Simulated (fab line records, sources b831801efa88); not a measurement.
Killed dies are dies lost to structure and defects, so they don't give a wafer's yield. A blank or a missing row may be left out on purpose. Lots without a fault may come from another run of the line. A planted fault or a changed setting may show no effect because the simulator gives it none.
Chamber matching | flow sky130 | SKY_LI_CONTACT_ETCH_14 on rie_diel-03: 4 sister chambers
The step etches BARC in N2/H2, stops on SiO2, time 45.9 s, target depth 60 nm. 14 wafers are shown with their chamber, then 7 later ones without.

WAFERS WITH THEIR CHAMBER
wafer  | chamber | drypump_motor_current_A (A) | throttle_valve_pct (%) | oes_product_au (a.u.)
L076.1 | 3       | 5.9                         | 13.208                 | 0.855
L076.3 | 1       | 6.4                         | 13.243                 | 0.860
L076.6 | 1       | 6.4                         | 13.223                 | 0.856
L077.1 | 3       | 5.9                         | 13.229                 | 0.847
L077.3 | 0       | 6.6                         | 13.226                 | 0.855
L077.5 | 0       | 6.6                         | 13.231                 | 0.851
L081.2 | 2       | 5.8                         | 13.233                 | 0.856
L081.4 | 3       | 5.9                         | 13.218                 | 0.854
L081.6 | 1       | 6.4                         | 13.235                 | 0.851
L084.2 | 0       | 6.5                         | 13.220                 | 0.854
L084.4 | 1       | 6.4                         | 13.232                 | 0.855
L084.5 | 2       | 5.8                         | 13.221                 | 0.859
L089.2 | 1       | 6.4                         | 13.231                 | 0.861
L089.4 | 2       | 5.8                         | 13.224                 | 0.855

SIGNATURES (means of the wafers above)
reading                 | chamber 0 | chamber 1 | chamber 2 | chamber 3 | scatter within a chamber
drypump_motor_current_A | 6.567     | 6.400     | 5.800     | 5.900     | 0.0258
throttle_valve_pct      | 13.22567  | 13.23280  | 13.22600  | 13.21833  | 0.00754
oes_product_au          | 0.85333   | 0.85660   | 0.85667   | 0.85200   | 0.00347
Rule: a wafer's distance from a chamber is the root of the sum, over the readings, of the square of ((its reading less the chamber's mean) divided by the reading's scatter). The wafer belongs to the nearest chamber; if the next one is less than 2 further off, it can't be placed. The scatter: the root of (the sum of the squares of (reading less its chamber's mean) over the shown wafers, divided by (wafers less chambers)).

WAFERS WITHOUT THEIR CHAMBER
wafer  | drypump_motor_current_A (A) | throttle_valve_pct (%) | oes_product_au (a.u.)
L089.6 | 6.4                         | 13.220                 | 0.854
L090.1 | 6.5                         | 13.237                 | 0.856
L090.2 | 5.9                         | 13.231                 | 0.850
L090.4 | 6.4                         | 13.223                 | 0.856
L097.4 | 6.5                         | 13.225                 | 0.861
L097.5 | 5.9                         | 13.227                 | 0.858
L097.6 | 5.8                         | 13.222                 | 0.860

WHICH CHAMBER EACH WENT THROUGH
wafer  | from the rows above     | in truth
L089.6 | 1                       | 1
L090.1 | can't be placed: 0 or 1 | 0
L090.2 | 3                       | 3
L090.4 | 1                       | 1
L097.4 | can't be placed: 0 or 1 | 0
L097.5 | can't be placed: 3 or 2 | 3
L097.6 | 2                       | 2
Placed correctly: 4 of 7. Can't be placed from these rows: 3 (the true chamber is among the candidates in 3). Placed wrongly: 0.
